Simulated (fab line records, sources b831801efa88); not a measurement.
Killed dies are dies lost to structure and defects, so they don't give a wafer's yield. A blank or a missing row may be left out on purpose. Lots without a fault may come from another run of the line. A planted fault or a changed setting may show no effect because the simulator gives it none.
fab line records | flow sky130
record lots=4 wafers=12 last_day=50
route steps=708 shown VIA4@653 METAL5@661 PASSIVATION@681 PAD_OPEN@694
lots that met no fault: from a run of the same line without faults
start_h: hours from the record's first day to the start of the lot's first wafer shown | wait_h: hours since the lot's step before | " the same as in the row above | L1.1+2: a row that stands for several wafers | - no value, or no start given | * or withheld: withheld | < > ~ a bound
route shown NAME@n: a module of which the file shows steps, and the number in the route of the first | usual: mean/standard deviation of fault-free wafers | same: alike in all rows | chamber/n: place in a boat | sites: the reading at each site | _std_site: their standard deviation | _edge_site: outer sites' mean less inner sites' | radius_mm: how far each site lies from the wafer's centre | mask NAME#n: copy n | behind: the tool/chamber that last shaped the wafer | hold: why the lot was held/for how many hours/how that ended | device: the transistor (n, p or np) that didn't switch | end of line: the same wafers' tests at the end of the route | a step without rows: its recipe alone | killed: dies lost to structure and defects at the first sort, not the wafer's yield | map: a wafer's dies, x killed, . not, _ none there
set.NAME: the setting as run; set.NAME@STEP: as run at that earlier step | model.NAME: the simulator's own value behind a step, which no gauge read
lots at some steps of the route; a table a step, a row a wafer
services: from which hour (start_h, from the record's first day; less than 0 if before it) a tool's chamber was out of use, for how many hours, and why
## steps
# step SKY_VIA4_STRIP_14
# recipe chemistry=post_etch_residue_remover time_s=1200 temp_c=72.5
# step SKY_VIA4_CLEAN_15
# recipe chemistry=IPA time_s=180 temp_c=25
# step SKY_VIA4_CLEAN_16
# recipe chemistry=O3/DIW dry=n2_spin
# step SKY_VIA4_SPUTTER_17
# recipe material=TiN target_thk_nm=20 chamber_pressure_pa=5 power_w=4000 time_s=80
# step SKY_VIA4_CVD_18
# recipe material=W target_thk_nm=505 time_s=152.14 temp_c=400 pressure_torr=40
# step SKY_VIA4_CMP_21
# recipe stop_on=SiO2 t_overpolish_s=25 down_force_psi=3.5 platen_rpm=60 target_thk_nm=0 pad_velocity_m_s=0.94248
# step SKY_METAL5_SPUTTER_00
# recipe material=Ti target_thk_nm=15 power_w=3000 time_s=10 chamber_pressure_pa=0.4
# step SKY_METAL5_SPUTTER_01
# recipe material=TiN target_thk_nm=20 power_w=6500 time_s=16.7 chamber_pressure_pa=0.4
# step SKY_METAL5_SPUTTER_02
# recipe material=AlCu target_thk_nm=1150 power_w=10600 time_s=61.2 chamber_pressure_pa=0.4
# step SKY_METAL5_SPUTTER_03
# recipe material=Ti target_thk_nm=5 power_w=3000 time_s=3.3 chamber_pressure_pa=0.4
# step SKY_METAL5_SPUTTER_04
# recipe material=TiN target_thk_nm=70 power_w=6500 time_s=58.3 chamber_pressure_pa=0.4
# usual cathode_dc_power_W=6499.8/1.2 chamber_pressure_pa=0.3999/0.0009 throttle_valve_pct=30.1/0.96
# columns lot.wafer tool chamber start_h wait_h cathode_dc_power_W chamber_pressure_pa throttle_valve_pct
L145.1 pvd_sputter-02 - 1040.42 0.0 - - -
L145.2 " - " " - - -
L145.5 " - " " - - -
L144.1 pvd_sputter-02 - 1044.65 0.0 - - -
L144.2 " - " " - - -
L144.5 " - " " - - -
L157.1 pvd_sputter-02 - 1113.94 0.0 6501.2 0.4000 29.8
L157.2 " - " " 6500.2 0.3999 30.3
L157.3 " - " " 6499.6 0.3994 31.2
L161.1 pvd_sputter-01 - 1136.45 0.0 6501.2 0.4001 30.2
L161.3 " - " " 6500.6 0.3991 31.2
L161.5 " - " " 6500.4 0.4007 31.2
# step SKY_METAL5_THK_MEAS_06
# recipe thk_meas_gauge=xrf reads=AlCu_of_METAL5_SPUTTER_02
# usual METAL5_ALCU_THK=1167/12
# columns lot.wafer tool chamber start_h wait_h METAL5_ALCU_THK[nm]
L145.1 film_metro-04 - 1040.59 0.1 1357
L145.2 " - " " 1362
L145.5 " - " " 1360
L144.1 film_metro-02 - 1044.82 0.1 1362
L144.2 " - " " 1366
L144.5 " - " " 1362
L157.1 film_metro-04 - 1114.11 0.1 1143
L157.2 " - " " 1152
L157.3 " - " " 1146
L161.1 film_metro-02 - 1136.62 0.1 1157
L161.3 " - " " 1153
L161.5 " - " " 1158
# step SKY_METAL5_DEHYDRATE_07
# recipe temp_c=200 time_s=60
# step SKY_METAL5_HMDS_08
# recipe prime_time_s=60 prime_temp_c=120
# step SKY_METAL5_COAT_09
# recipe resist=NOVOLAK spin_rpm=3000 resist_thk_nm=1800
# step SKY_METAL5_SOFTBAKE_10
# recipe temp_c=90 time_s=60 resist=NOVOLAK
# step SKY_METAL5_EXPOSE_11
# recipe mask_id=MM5 na=0.6 source_shape=conventional sigma_outer=0.6 polarization=unpolarized target_cd_nm=1600 dose_mj=190
# step SKY_METAL5_PEB_12
# recipe temp_c=withheld time_s=* resist=NOVOLAK
# step SKY_METAL5_DEVELOP_13
# recipe resist=NOVOLAK developer=TMAH develop_time_s=60 dev_temp_c=23
# step SKY_METAL5_DESCUM_14
# recipe chemistry=O2 source_power_w=150 bias_power_w=0 pressure_mtorr=10 temp_c=40 time_s=11
# step SKY_METAL5_METAL_ETCH_15
# recipe target_depth_a=12600 stop_on=SiO2 over_etch_frac=0.2 time_s=252 chemistry=Cl2/BCl3 resist_sidewall_deg=86 pressure_mtorr=10 icp_w=900 bias_w=48.5 Cl2_flow_sccm=60 bcl3_flow_sccm=30
# usual drypump_motor_current_A=5.7/0.54 oes_product_au=0.894/0.005 throttle_valve_pct=22.265/0.0098
# columns lot.wafer tool chamber start_h wait_h drypump_motor_current_A oes_product_au rf_hours_counter_h throttle_valve_pct
L145.1 rie_metal-01 1 1062.21 0.0 6.0 0.871 21 22.246
L145.2 " 0 " " 6.1 0.876 0 22.270
L145.5 " 1 " " 6.0 0.864 - 22.274
L144.1 rie_metal-01 0 1066.11 0.0 6.1 0.871 0 22.257
L144.2 " 1 " " 6.0 0.865 22 22.267
L144.5 " 1 " " 6.0 0.868 - 22.245
L157.1 rie_metal-04 0 1132.91 0.0 5.1 0.898 22 22.275
L157.2 " 1 " " 5.3 0.888 21 22.247
L157.3 " 1 " " 5.3 0.890 - 22.280
L161.1 rie_metal-03 0 1154.31 0.0 5.7 0.886 20 22.247
L161.3 " 1 " " 6.6 0.888 - 22.270
L161.5 " 1 " " 6.6 0.889 - 22.258
# step SKY_METAL5_STRIP_16
# recipe chemistry=O2/N2 power_w=1400 pressure_mtorr=1500 platen_temp_c=withheld o2_flow_sccm=3000 n2_flow_sccm=300 overash_fraction=0.5
# step SKY_METAL5_STRIP_17
# recipe chemistry=post_etch_residue_remover time_s=1200 temp_c=72.5
# step SKY_METAL5_CLEAN_18
# recipe chemistry=IPA time_s=180 temp_c=25
# step SKY_METAL5_CLEAN_19
# recipe chemistry=O3/DIW dry=n2_spin
# step SKY_PASSIVATION_CVD_00
# recipe material=SiO2 target_thk_nm=90 temp_c=400 time_s=withheld rf_w=600
# step SKY_PASSIVATION_CVD_02
# recipe material=Si3N4 target_thk_nm=540 temp_c=400 time_s=withheld rf_w=450
# step SKY_PASSIVATION_DEHYDRATE_04
# recipe temp_c=200 time_s=60
# step SKY_PASSIVATION_HMDS_05
# recipe prime_time_s=60 prime_temp_c=120
# step SKY_PASSIVATION_COAT_06
# recipe spin_rpm=2000 resist_thk_nm=3000
# step SKY_PASSIVATION_SOFTBAKE_07
# recipe temp_c=110 time_s=withheld
# step SKY_PASSIVATION_EXPOSE_08
# recipe mask_id=NSM target_cd_nm=3000 na=0.57 dose_mj=260
# step SKY_PASSIVATION_PEB_09
# recipe temp_c=115 time_s=withheld
# step SKY_PASSIVATION_DEVELOP_10
# recipe develop_time_s=60 dev_temp_c=23
# step SKY_PASSIVATION_ETCH_11
# recipe chemistry=CF4/O2 target_depth_nm=725 stop_on=AlCu source_w=800 bias_w=150 pressure_mtorr=150 cf4_flow_sccm=80 O2_flow_sccm=10 time_s=161.1
# usual drypump_motor_current_A=5.6/0.36 oes_product_au=0.978/0.007 throttle_valve_pct=5.964/0.0091
# columns lot.wafer tool chamber start_h wait_h drypump_motor_current_A oes_product_au rf_hours_counter_h throttle_valve_pct model.PASSIVATION.feature_depth_nm
L145.1 rie_diel-04 3 1084.43 - 5.3 0.991 12 5.970 719.8
L145.2 " 2 " " 5.2 0.985 25 5.945 725
L145.5 " 3 " " 5.3 0.986 - 5.968 714
L144.1 rie_diel-03 1 1088.73 - 5.5 0.984 15 5.978 720
L144.2 " 0 " " 5.8 0.992 2 5.956 725
L144.5 " 1 " " 5.5 0.992 - 5.961 725
L157.1 rie_diel-04 0 1152.17 - 5.1 0.979 17 5.962 704.6
L157.2 " 1 " " 5.8 0.978 4 5.974 699.4
L157.3 " 2 " " 5.2 0.976 28 5.964 707
L161.1 rie_diel-04 2 1172.87 - 5.2 0.965 29 5.966 694
L161.3 " 1 " " 5.8 0.976 5 5.945 698.1
L161.5 " 2 " " 5.2 0.980 - 5.964 706.8
# step SKY_PASSIVATION_STRIP_12
# recipe chemistry=O2/N2 power_w=1400 pressure_mtorr=1500 platen_temp_c=withheld overash_fraction=0.7 o2_flow_sccm=3000 n2_flow_sccm=300
# step SKY_PAD_OPEN_DEHYDRATE_00
# recipe temp_c=200 time_s=60
# step SKY_PAD_OPEN_ETCH_07
# recipe chemistry=CF4/O2 target_depth_nm=725 stop_on=AlCu source_w=800 bias_w=150 pressure_mtorr=150 cf4_flow_sccm=80 O2_flow_sccm=10 time_s=161.1
# usual drypump_motor_current_A=5.6/0.44 oes_product_au=0.978/0.0068 throttle_valve_pct=5.965/0.0098
# columns lot.wafer tool chamber start_h wait_h drypump_motor_current_A oes_product_au rf_hours_counter_h throttle_valve_pct model.PAD_OPEN.feature_depth_nm
L145.1 rie_diel-01 3 1105.17 - 5.5 0.995 16 5.951 725
L145.2 " 1 " " 5.2 0.985 20 5.984 725
L145.5 " 0 " " 5.4 0.980 - 5.956 725
L144.1 rie_diel-04 1 1108.93 - 5.8 0.979 3 5.955 718.1
L144.2 " 0 " " 5.1 0.991 14 5.962 725
L144.5 " 0 " " 5.1 0.989 - 5.971 725
L157.1 rie_diel-04 3 1169.78 - 5.3 0.963 16 5.964 704.6
L157.2 " 0 " " 5.1 0.977 18 5.958 699.4
L157.3 " 2 " " 5.2 0.977 29 5.962 707
L161.1 rie_diel-01 3 1188.78 - 5.5 0.966 19 5.974 694
L161.3 " 1 " " 5.3 0.977 23 5.968 698.1
L161.5 " 2 " " 6.8 0.976 - 5.955 706.8
# step SKY_PAD_OPEN_PROBE_99
# usual defect_limited_yield=82.4/2.2 killed_at_M0_to_M3=44/7.7 killed_at_M4_up=3.2/1.7 killed_at_contacts=24/5.3 killed_at_front_end=15/4.3 killed_at_other=0.3/0.57 killed_dies=87/11 killed_open=47/7.4 killed_short=40/6.5 sort_bin_3_pad_short=0.8/0.4 sort_bin_5_function=10.5/1.6 sort_bin_6_memory=6.3/1.2 sort_n_pass=405/11 sort_yield_pct=82.4/2.2
# same gross_dies=492 killed_at_back_side=0 sort_bin_4_leakage[%]=0 sort_bin_8_speed[%]=0
# columns lot.wafer tool chamber start_h wait_h defect_limited_yield[%] killed_at_M0_to_M3 killed_at_M4_up killed_at_contacts killed_at_front_end killed_at_other killed_dies killed_open killed_short sort_bin_3_pad_short[%] sort_bin_5_function[%] sort_bin_6_memory[%] sort_n_pass sort_yield_pct[%]
L145.1 prober-01 - 1107.49 0.1 83.7 36 2 29 13 0 80 47 33 0.8 9.1 6.3 412 83.7
L145.2 prober-01 - 1107.54 0.1 85.8 27 5 23 15 0 70 35 35 1.0 8.3 4.9 422 85.8
L145.5 prober-01 - 1107.69 0.2 84.8 39 3 17 16 0 75 49 26 0.4 9.3 5.5 417 84.8
L157.1 prober-02 - 1172.10 0.1 81.7 54 3 18 13 2 90 46 44 0.2 9.3 8.7 402 81.7
L157.2 prober-02 - 1172.15 0.1 82.3 39 7 21 20 0 87 44 43 1.0 10.2 6.5 405 82.3
L157.3 prober-02 - 1172.20 0.2 80.5 55 3 22 16 0 96 53 43 0.2 11.6 7.7 396 80.5
# killed by level:class
L145.1 CONTACT:geometric_particle:open=10 VIA1:geometric_particle:short=7 LI_CONTACT:geometric_particle:open=6 VIA3:geometric_particle:open=6 VIA1:geometric_particle:open=6 POLY_GATE:geometric_particle:open=5 CONTACT:geometric_particle:short=5 LI_CONTACT:geometric_particle:short=4
L145.2 CONTACT:geometric_particle:open=11 VIA1:geometric_particle:short=5 FIELD_ISO:geometric_particle:short=4 METAL1:geometric_particle:short=4 LOCAL_INTERCONNECT:geometric_particle:short=4 VIA1:geometric_particle:open=4 FIELD_ISO:geometric_particle:open=3 POLY_GATE:geometric_particle:open=3
L145.5 VIA1:geometric_particle:open=9 VIA3:geometric_particle:open=7 CONTACT:geometric_particle:open=6 LI_CONTACT:geometric_particle:open=6 POLY_GATE:geometric_particle:open=5 VIA2:geometric_particle:open=5 VIA3:geometric_particle:short=5 VIA1:geometric_particle:short=4
L157.1 VIA1:geometric_particle:open=16 METAL2:geometric_particle:short=8 VIA2:geometric_particle:open=8 VIA3:geometric_particle:short=6 LI_CONTACT:geometric_particle:open=5 LI_CONTACT:geometric_particle:short=4 CONTACT:geometric_particle:open=4 VIA1:geometric_particle:short=4
L157.2 VIA1:geometric_particle:open=10 CONTACT:geometric_particle:open=7 FIELD_ISO:geometric_particle:open=6 METAL4:geometric_particle:short=6 FIELD_ISO:geometric_particle:short=5 POLY_GATE:geometric_particle:open=5 CONTACT:geometric_particle:short=5 METAL1:geometric_particle:short=5
L157.3 VIA1:geometric_particle:open=12 LOCAL_INTERCONNECT:geometric_particle:short=8 VIA2:geometric_particle:open=8 METAL1:geometric_particle:short=7 VIA3:geometric_particle:open=7 VIA1:geometric_particle:short=6 LI_CONTACT:geometric_particle:open=5 METAL1:geometric_particle:open=5
## services
# columns tool chamber start_h hours kind
rie_metal-03 0 1021.99 3.2 repair
rie_diel-04 1 1031.67 3.5 repair
rie_metal-01 0 1034.19 - clean
rie_diel-04 3 1035.45 10.4 repair
pvd_sputter-02 2 1056.04 - consumable_replace:kit
pvd_sputter-02 2 1056.04 18.0 scheduled_down
pvd_sputter-02 2 1056.04 18.0 vent_cycle
rie_diel-01 - 1063.24 2.8 pm
rie_diel-04 - 1076.99 2.8 pm
rie_diel-03 1 1080.54 6.2 repair
rie_diel-04 1 1101.58 2.8 repair
rie_diel-03 0 1114.23 3.0 repair
rie_diel-04 1 1127.64 18.7 repair
rie_diel-01 - 1131.38 0.2 repair
rie_diel-04 3 1137.37 12.0 repair
pvd_sputter-01 - 1148.77 3.7 repair
pvd_sputter-02 1 1149.56 - consumable_replace:kit
pvd_sputter-02 1 1149.56 18.0 scheduled_down
pvd_sputter-02 1 1149.56 18.0 vent_cycle
rie_diel-03 3 1156.36 7.1 repair
pvd_sputter-02 - 1157.08 1.7 repair
rie_metal-01 - 1159.45 5.2 repair
rie_diel-01 - 1170.99 0.6 repair
rie_diel-01 3 1179.80 2.8 repair
## key
first_sign step=SKY_METAL5_SPUTTER_04 reading=tool_record direction=missing
effect step=SKY_METAL5_THK_MEAS_06 reading=METAL5_ALCU_THK direction=up sigmas=17 usual=1167 struck=1361
effect step=SKY_METAL5_METAL_ETCH_15 reading=oes_product_au direction=down sigmas=4.9 usual=0.894 struck=0.869
model_effect step=SKY_PASSIVATION_ETCH_11 value=PASSIVATION.feature_depth_nm without=700.7 struck=721.5
model_effect step=SKY_PAD_OPEN_ETCH_07 value=PAD_OPEN.feature_depth_nm without=700.7 struck=723.9
met_at SKY_METAL5_SPUTTER_04
struck_wafers L144.1,L144.2,L144.5,L145.1,L145.2,L145.5
fault kind=skipped_step_whole tool=pvd_sputter-02 chamber=- onset_h=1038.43 steps=SKY_METAL5_SPUTTER_04 scope=struck_lots_only
